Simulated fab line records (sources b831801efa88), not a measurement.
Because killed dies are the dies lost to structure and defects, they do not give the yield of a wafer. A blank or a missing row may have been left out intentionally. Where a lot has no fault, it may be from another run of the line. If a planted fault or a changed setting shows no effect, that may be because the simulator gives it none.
Which tool was responsible? | flow sky130 | 24 lots, 72 wafers sampled, at 6 steps of a route of 708

== WHAT EACH GAUGE READ, for each wafer ==
SKY_VIA2_THK_MEAS_23: measures by xrf. Usual: VIA2_W_THK 420 nm, standard deviation 5.3.
lot  | measured     | on           | VIA2_W_THK (nm) | flag
L074 | day 36 10:29 | filmMetro-03 | 420 424 418     | 
L075 | day 36 14:29 | filmMetro-03 | 419 425 421     | 
L076 | day 37 06:17 | filmMetro-02 | 428 426 427     | 
L077 | day 37 04:14 | filmMetro-03 | 417 415 419     | 
L078 | day 37 09:08 | filmMetro-02 | 425 427 418     | 
L079 | day 37 20:40 | filmMetro-03 | 420 416 418     | 
L080 | day 39 03:47 | filmMetro-02 | 426 430 421     | 
L081 | day 39 06:29 | filmMetro-01 | 427 426 416     | 
L082 | day 39 05:40 | filmMetro-03 | 421 420 422     | 
L083 | day 39 08:46 | filmMetro-01 | 420 430 424     | 
L084 | day 39 12:34 | filmMetro-03 | 414 413 415     | 
L085 | day 39 14:32 | filmMetro-03 | 430 424 423     | 
L086 | day 40 00:58 | filmMetro-01 | 417 409 419     | 
L087 | day 40 09:07 | filmMetro-01 | 424 415 410     | 
L088 | day 40 16:35 | filmMetro-02 | 428 429 424     | 
L089 | day 40 17:48 | filmMetro-03 | 413 418 418     | 
L090 | day 41 00:36 | filmMetro-02 | 423 423 422     | 
L091 | day 41 06:54 | filmMetro-03 | 422 419 418     | 
L092 | day 41 19:29 | filmMetro-01 | 423 417 416     | 
L093 | day 41 23:44 | filmMetro-03 | 413 413 420     | 
L094 | day 42 03:27 | filmMetro-02 | 413 413 418     | 
L095 | day 42 11:39 | filmMetro-02 | 420 420 422     | 
L096 | day 42 16:47 | filmMetro-01 | 419 422 415     | 
L097 | day 42 22:13 | filmMetro-01 | 426 416 420     | 

SKY_METAL5_THK_MEAS_06: measures by xrf. Usual: METAL5_ALCU_THK 1136 nm, standard deviation 15.
lot  | measured     | on           | METAL5_ALCU_THK (nm) | flag
L074 | day 42 21:24 | filmMetro-03 | 1135 1141 1148       | 
L075 | day 43 02:53 | filmMetro-02 | 1143 1148 1140       | 
L076 | day 43 15:31 | filmMetro-02 | 1155 1169 1149       | 
L077 | day 43 14:26 | filmMetro-02 | 1142 1151 1150       | 
L078 | day 43 18:16 | filmMetro-02 | 1165 1169 1169       | 
L079 | day 44 06:12 | filmMetro-03 | 1126 1122 1116       | 
L080 | day 45 10:27 | filmMetro-04 | 1123 1135 1116       | 
L081 | day 45 11:27 | filmMetro-03 | 1151 1129 1140       | 
L082 | day 45 09:50 | filmMetro-04 | 1125 1121 1130       | 
L083 | day 45 14:21 | filmMetro-04 | 1127 1134 1111       | 
L084 | day 45 16:12 | filmMetro-04 | 1133 1127 1130       | 
L085 | day 45 18:00 | filmMetro-03 | 1121 1137 1111       | 
L086 | day 46 03:04 | filmMetro-02 | 1142 1146 1146       | 
L087 | day 46 11:33 | filmMetro-03 | 1109 1130 1115       | 
L088 | day 46 16:01 | filmMetro-02 | 1154 1146 1147       | 
L089 | day 46 17:10 | filmMetro-02 | 1136 1130 1137       | 
L090 | day 46 21:59 | filmMetro-04 | 1124 1134 1141       | 
L091 | day 47 01:40 | filmMetro-02 | 1146 1133 1145       | 
L092 | day 47 13:43 | filmMetro-04 | 1129 1128 1137       | 
L093 | day 47 17:19 | filmMetro-04 | 1139 1144 1143       | 
L094 | day 47 20:31 | filmMetro-03 | 1119 1136 1135       | 
L095 | day 48 05:12 | filmMetro-03 | 1122 1121 1127       | 
L096 | day 48 09:52 | filmMetro-04 | 1099 1123 1102       | 
L097 | day 48 13:52 | filmMetro-03 | 1158 1155 1149       | 

== WHICH TOOL RAN EACH LOT (tool, then ch and the chambers of the sampled wafers, then the start) ==
lot  | SKY_GATE_OXIDE_STRIP_13             | SKY_VIA2_CVD_21              | SKY_METAL3_DESCUM_15             | SKY_METAL3_STRIP_19
L074 | plasmaAsher-03 ch 0,1, day 14 02:52 | cvdW-02 ch 0, day 36 10:06   | rieMetal-02 ch 0,1, day 38 13:32 | plasmaAsher-01 ch 0, day 38 13:52
L075 | plasmaAsher-01 ch 0,1, day 14 04:10 | cvdW-01 ch 0,1, day 36 14:14 | rieMetal-04 ch 0,1, day 38 18:35 | plasmaAsher-02 ch 0,1, day 38 18:55
L076 | plasmaAsher-01 ch 0,1, day 14 14:33 | cvdW-02 ch 0,1, day 37 06:01 | rieMetal-04 ch 0, day 39 10:25   | plasmaAsher-03 ch 0, day 39 10:45
L077 | plasmaAsher-03 ch 0,1, day 14 16:53 | cvdW-02 ch 0,1, day 37 03:59 | rieMetal-04 ch 0,1, day 39 07:53 | plasmaAsher-02 ch 0,1, day 39 08:14
L078 | plasmaAsher-01 ch 0,1, day 15 03:07 | cvdW-01 ch 0,1, day 37 08:52 | rieMetal-02 ch 0,1, day 39 12:50 | plasmaAsher-03 ch 1, day 39 13:10
L079 | plasmaAsher-03 ch 0,1, day 15 13:10 | cvdW-02 ch 0,1, day 37 20:25 | rieMetal-02 ch 0,1, day 40 00:37 | plasmaAsher-03 ch 0,1, day 40 00:57
L080 | plasmaAsher-03 ch 0,1, day 15 17:13 | cvdW-02 ch 0,1, day 39 03:32 | rieMetal-02 ch 0,1, day 41 05:44 | plasmaAsher-03 ch 0,1, day 41 06:04
L081 | plasmaAsher-02 ch 0,1, day 16 13:46 | cvdW-01 ch 0,1, day 39 06:14 | rieMetal-04 ch 0,1, day 41 08:32 | plasmaAsher-01 ch 0,1, day 41 08:52
L082 | plasmaAsher-01 ch 0,1, day 16 22:15 | cvdW-02 ch 0,1, day 39 05:26 | rieMetal-01 ch 0,1, day 41 07:02 | plasmaAsher-01 ch 0,1, day 41 07:23
L083 | plasmaAsher-02 ch 0,1, day 17 01:58 | cvdW-02 ch 0,1, day 39 08:31 | rieMetal-01 ch 0,1, day 41 11:00 | plasmaAsher-02 ch 0,1, day 41 11:20
L084 | plasmaAsher-01 ch 0,1, day 17 05:48 | cvdW-01 ch 0,1, day 39 12:20 | rieMetal-02 ch 0,1, day 41 13:47 | plasmaAsher-02 ch 0,1, day 41 14:08
L085 | plasmaAsher-03 ch 0,1, day 17 10:50 | cvdW-02 ch 0,1, day 39 14:19 | rieMetal-01 ch 0,1, day 41 16:20 | plasmaAsher-03 ch 0,1, day 41 16:41
L086 | plasmaAsher-03 ch 0,1, day 18 00:22 | cvdW-01 ch 0,1, day 40 00:42 | rieMetal-02 ch 0,1, day 42 02:10 | plasmaAsher-01 ch 0,1, day 42 02:30
L087 | plasmaAsher-01 ch 0, day 18 11:24   | cvdW-01 ch 0,1, day 40 08:51 | rieMetal-01 ch 0,1, day 42 11:55 | plasmaAsher-02 ch 0,1, day 42 12:15
L088 | plasmaAsher-03 ch 0,1, day 18 20:31 | cvdW-01 ch 0,1, day 40 16:20 | rieMetal-01 ch 0,1, day 42 17:38 | plasmaAsher-03 ch 0, day 42 17:58
L089 | plasmaAsher-03 ch 0,1, day 18 20:46 | cvdW-02 ch 0,1, day 40 17:33 | rieMetal-04 ch 0,1, day 42 18:38 | plasmaAsher-02 ch 0,1, day 42 18:58
L090 | plasmaAsher-02 ch 0,1, day 19 08:01 | cvdW-02 ch 0,1, day 41 00:20 | rieMetal-04 ch 0,1, day 43 00:41 | plasmaAsher-02 ch 0,1, day 43 01:01
L091 | plasmaAsher-02 ch 0,1, day 19 16:59 | cvdW-01 ch 0,1, day 41 06:40 | rieMetal-02 ch 0,1, day 43 06:55 | plasmaAsher-01 ch 0,1, day 43 07:16
L092 | plasmaAsher-01 ch 0,1, day 20 12:09 | cvdW-01 ch 0,1, day 41 19:14 | rieMetal-02 ch 0,1, day 43 18:29 | plasmaAsher-02 ch 0,1, day 43 18:49
L093 | plasmaAsher-02 ch 0,1, day 20 13:22 | cvdW-02 ch 0,1, day 41 23:29 | rieMetal-04 ch 0,1, day 43 22:28 | plasmaAsher-01 ch 0,1, day 43 22:59
L094 | plasmaAsher-01 ch 0,1, day 20 21:22 | cvdW-01 ch 0,1, day 42 03:08 | rieMetal-04 ch 0,1, day 44 02:17 | plasmaAsher-01 ch 0,1, day 44 02:37
L095 | plasmaAsher-01 ch 0,1, day 21 03:01 | cvdW-02 ch 0,1, day 42 11:23 | rieMetal-01 ch 0,1, day 44 10:50 | plasmaAsher-01 ch 0,1, day 44 11:10
L096 | plasmaAsher-03 ch 0,1, day 21 13:01 | cvdW-01 ch 0,1, day 42 16:31 | rieMetal-02 ch 0,1, day 44 15:47 | plasmaAsher-03 ch 0,1, day 44 16:07
L097 | plasmaAsher-03 ch 0,1, day 22 00:19 | cvdW-01 ch 0, day 42 21:58   | rieMetal-02 ch 0,1, day 44 20:17 | plasmaAsher-01 ch 0,1, day 44 20:37
- SKY_GATE_OXIDE_STRIP_13: strips in O2/N2.
- SKY_VIA2_CVD_21: deposits W, target thk 420 nm, time 126.4 s.
- SKY_METAL3_DESCUM_15: chemistry O2, time 8 s.
- SKY_METAL3_STRIP_19: strips in O2/N2.

== WHAT THE TOOLS THEMSELVES READ (means of the sampled wafers that have a number; where no wafer has one, the mark that the record gives instead) ==
SKY_GATE_OXIDE_STRIP_13. Usual: drypumpMotorCurrentA 6.1 A, standard deviation 0.57; oesProductAu 0.716 a.u., standard deviation 0.0049; stripTimeToEndpointS 14.16 s, standard deviation 0.037.
lot  | tool           | drypumpMotorCurrentA (A) | oesProductAu (a.u.) | stripTimeToEndpointS (s) | flag
L074 | plasmaAsher-03 | 6.4                      | 0.716               | 14.19                    | 
L075 | plasmaAsher-01 | 5.5                      | 0.719               | 14.14                    | 
L076 | plasmaAsher-01 | 5.5                      | 0.715               | 14.16                    | 
L077 | plasmaAsher-03 | 6.5                      | 0.713               | 14.18                    | 
L078 | plasmaAsher-01 | 5.5                      | 0.714               | 14.15                    | 
L079 | plasmaAsher-03 | 6.4                      | 0.719               | 14.14                    | 
L080 | plasmaAsher-03 | 6.4                      | 0.718               | 14.23                    | 
L081 | plasmaAsher-02 | 6.1                      | 0.712               | 14.17                    | 
L082 | plasmaAsher-01 | 5.9                      | 0.711               | 14.15                    | 
L083 | plasmaAsher-02 | 6.1                      | 0.719               | 14.13                    | 
L084 | plasmaAsher-01 | 5.5                      | 0.717               | 14.12                    | 
L085 | plasmaAsher-03 | 6.4                      | 0.714               | 14.20                    | 
L086 | plasmaAsher-03 | 6.5                      | 0.714               | 14.16                    | 
L087 | plasmaAsher-01 | 5.0                      | 0.721               | 14.18                    | 
L088 | plasmaAsher-03 | 6.5                      | 0.716               | 14.17                    | 
L089 | plasmaAsher-03 | 6.4                      | 0.720               | 14.15                    | 
L090 | plasmaAsher-02 | 6.1                      | 0.714               | 14.17                    | 
L091 | plasmaAsher-02 | 6.1                      | 0.717               | 14.15                    | 
L092 | plasmaAsher-01 | 5.4                      | 0.713               | 14.15                    | 
L093 | plasmaAsher-02 | 6.1                      | 0.710               | 14.14                    | 
L094 | plasmaAsher-01 | 6.0                      | 0.716               | 14.16                    | 
L095 | plasmaAsher-01 | 5.4                      | 0.717               | 14.08                    | 
L096 | plasmaAsher-03 | 6.5                      | 0.715               | 14.19                    | 
L097 | plasmaAsher-03 | 6.5                      | 0.716               | 14.25                    | 

SKY_VIA2_CVD_21. Usual: heaterPowerW at 827 W, with a standard deviation of 42.
lot  | tool    | heaterPowerW (W) | flag
L074 | cvdW-02 | 893              | 
L075 | cvdW-01 | 831              | 
L076 | cvdW-02 | 865              | 
L077 | cvdW-02 | 863              | 
L078 | cvdW-01 | 825              | 
L079 | cvdW-02 | 833              | 
L080 | cvdW-02 | 853              | 
L081 | cvdW-01 | 803              | 
L082 | cvdW-02 | 835              | 
L083 | cvdW-02 | 862              | 
L084 | cvdW-01 | 796              | 
L085 | cvdW-02 | 874              | 
L086 | cvdW-01 | 797              | 
L087 | cvdW-01 | 798              | 
L088 | cvdW-01 | 779              | 
L089 | cvdW-02 | 836              | 
L090 | cvdW-02 | 871              | 
L091 | cvdW-01 | 802              | 
L092 | cvdW-01 | 800              | 
L093 | cvdW-02 | 868              | 
L094 | cvdW-01 | 812              | 
L095 | cvdW-02 | 840              | 
L096 | cvdW-01 | 796              | 
L097 | cvdW-01 | 782              | 

SKY_METAL3_DESCUM_15. Usual: drypumpMotorCurrentA 6.0 A, standard deviation 0.54; oesProductAu 1.000 a.u., standard deviation 0.0092; rfFwdPowerW 146.9 W, standard deviation 0.67.
lot  | tool        | drypumpMotorCurrentA (A) | oesProductAu (a.u.) | rfFwdPowerW (W) | flag
L074 | rieMetal-02 | 6.5                      | 0.992               | 147.3           | 
L075 | rieMetal-04 | 5.5                      | 1.011               | 146.6           | 
L076 | rieMetal-04 | 5.6                      | 1.008               | 146.6           | 
L077 | rieMetal-04 | 5.3                      | 1.008               | 147.2           | 
L078 | rieMetal-02 | 6.4                      | 0.995               | 147.1           | 
L079 | rieMetal-02 | 6.5                      | 0.992               | 147.7           | 
L080 | rieMetal-02 | 6.4                      | 0.997               | 146.8           | 
L081 | rieMetal-04 | 5.4                      | 1.000               | 146.6           | 
L082 | rieMetal-01 | 6.1                      | 1.003               | 147.6           | 
L083 | rieMetal-01 | 6.1                      | 1.012               | 147.1           | 
L084 | rieMetal-02 | 6.5                      | 0.993               | 147.2           | 
L085 | rieMetal-01 | 5.8                      | 1.008               | 146.5           | 
L086 | rieMetal-02 | 6.3                      | 0.998               | 147.0           | 
L087 | rieMetal-01 | 6.1                      | 1.009               | 146.7           | 
L088 | rieMetal-01 | 5.8                      | 1.013               | 147.0           | 
L089 | rieMetal-04 | 5.5                      | 0.999               | 146.5           | 
L090 | rieMetal-04 | 5.5                      | 0.996               | 146.4           | 
L091 | rieMetal-02 | 6.5                      | 0.995               | 147.3           | 
L092 | rieMetal-02 | 6.5                      | 1.002               | 147.7           | 
L093 | rieMetal-04 | 5.3                      | 1.001               | 146.6           | 
L094 | rieMetal-04 | 5.5                      | 0.997               | 146.3           | 
L095 | rieMetal-01 | 6.1                      | 1.005               | 147.0           | 
L096 | rieMetal-02 | 6.5                      | 0.989               | 147.0           | 
L097 | rieMetal-02 | 6.3                      | 0.992               | 146.6           | 

SKY_METAL3_STRIP_19. Usual: drypumpMotorCurrentA 6.0 A, standard deviation 0.55; oesProductAu 0.500 a.u., standard deviation 0.0053; stripTimeToEndpointS 6.49 s, standard deviation 0.081.
lot  | tool           | drypumpMotorCurrentA (A) | oesProductAu (a.u.) | stripTimeToEndpointS (s) | flag
L074 | plasmaAsher-01 | 5.0                      | 0.501               | 6.50                     | 
L075 | plasmaAsher-02 | 6.1                      | 0.500               | 6.53                     | 
L076 | plasmaAsher-03 | 6.6                      | 0.496               | 6.49                     | 
L077 | plasmaAsher-02 | 6.1                      | 0.502               | 6.53                     | 
L078 | plasmaAsher-03 | 6.3                      | 0.503               | 6.51                     | 
L079 | plasmaAsher-03 | 6.4                      | 0.500               | 6.55                     | 
L080 | plasmaAsher-03 | 6.4                      | 0.501               | 6.53                     | 
L081 | plasmaAsher-01 | 5.9                      | 0.497               | 6.44                     | 
L082 | plasmaAsher-01 | 6.0                      | 0.499               | 6.47                     | 
L083 | plasmaAsher-02 | 6.1                      | 0.502               | 6.50                     | 
L084 | plasmaAsher-02 | 6.1                      | 0.492               | 6.38                     | 
L085 | plasmaAsher-03 | 6.5                      | 0.501               | 6.56                     | 
L086 | plasmaAsher-01 | 5.5                      | 0.502               | 6.51                     | 
L087 | plasmaAsher-02 | 6.0                      | 0.499               | 6.48                     | 
L088 | plasmaAsher-03 | 6.6                      | 0.505               | 6.55                     | 
L089 | plasmaAsher-02 | 6.1                      | 0.503               | 6.50                     | 
L090 | plasmaAsher-02 | 6.1                      | 0.506               | 6.55                     | 
L091 | plasmaAsher-01 | 5.9                      | 0.496               | 6.38                     | 
L092 | plasmaAsher-02 | 6.1                      | 0.504               | 6.51                     | 
L093 | plasmaAsher-01 | 5.9                      | 0.495               | 6.39                     | 
L094 | plasmaAsher-01 | 5.9                      | 0.503               | 6.53                     | 
L095 | plasmaAsher-01 | 5.5                      | 0.503               | 6.53                     | 
L096 | plasmaAsher-03 | 6.4                      | 0.503               | 6.51                     | 
L097 | plasmaAsher-01 | 5.5                      | 0.497               | 6.41                     | 

== THE ANSWER, worked out from the rows above alone ==
Rule: take the mean of a lot's wafers that have a number; if it is more than 3 standard deviations from the usual mean, the lot is off. A lot without any number at a reading at which 4 lots or more have one is off too. The other lots that the step has rows for count as sound. Order of review: gauges by route order, followed by the tools' own readings, for which a lot's mean as printed above is used. The first step at which some lot is off is used, and at that step the reading that is off furthest; a lot without a number counts as furthest.
Nothing can be told from this: no lot is off at any reading shown.

== WHAT THE SIMULATOR HAD PUT IN ==
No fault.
